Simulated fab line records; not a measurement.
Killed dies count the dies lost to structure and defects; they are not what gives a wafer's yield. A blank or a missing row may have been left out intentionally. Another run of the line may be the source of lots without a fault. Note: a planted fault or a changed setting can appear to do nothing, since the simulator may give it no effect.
2 desks looking at one fault -- flow gf180mcu -- numbers are kept per desk, each desk with only its own; the story behind them comes last

FOR THE TOOL OWNER'S DESK: pvd_sputter-01
The tool's own readings at GF_M1_SPUTTER_03 (material Ti, target thk 10 nm, time 6.7 s): means of the sampled wafers that have a number, for each lot that ran on this tool. The brackets show how far a lot's mean lies from the usual mean; more than 4 standard deviations puts the lot out of limits, marked OUT.
Columns: A = substrate_temp_c at GF_M1_SPUTTER_03, usual 299.99 C; B = throttle_valve_pct at GF_M1_SPUTTER_03, usual 30.6 %
lot,first seen here,A,B
L580,day 18 09:41,299.98,30.5
L591,day 22 16:21,300.06,30.6
L593,day 23 07:55,299.94,30.6
This desk found nothing out of limits on any of the 3 lots.

METROLOGY DESK
Means of the sampled wafers that have a number, per lot and without regard to the tool the lot ran on: this is what the gauges read. The brackets show how far a lot's mean lies from the usual mean; more than 4 standard deviations puts the lot out of limits, marked OUT.
Columns: A = CONTACT_W_RS at GF_CONTACT_RS_MEAS_25, usual 0.385 ohm/sq; B = CONTACT_W_THK at GF_CONTACT_THK_MEAS_26, usual 293 nm
lot,first seen here,A,B
L579,day 18 04:02,0.387,292
L580,day 18 09:04,0.386,289
L591,day 22 15:43,0.387,294
L593,day 23 07:19,0.386,291
L595,day 23 23:41,0.385,297
L596,day 24 03:40,0.388,289
This desk found nothing out of limits on any of the 6 lots.

PUT TOGETHER
The desk of the tool owner found nothing out of limits.
Nothing out of limits was seen by the metrology desk.

WHAT HAD BEEN PUT IN BY THE SIMULATOR
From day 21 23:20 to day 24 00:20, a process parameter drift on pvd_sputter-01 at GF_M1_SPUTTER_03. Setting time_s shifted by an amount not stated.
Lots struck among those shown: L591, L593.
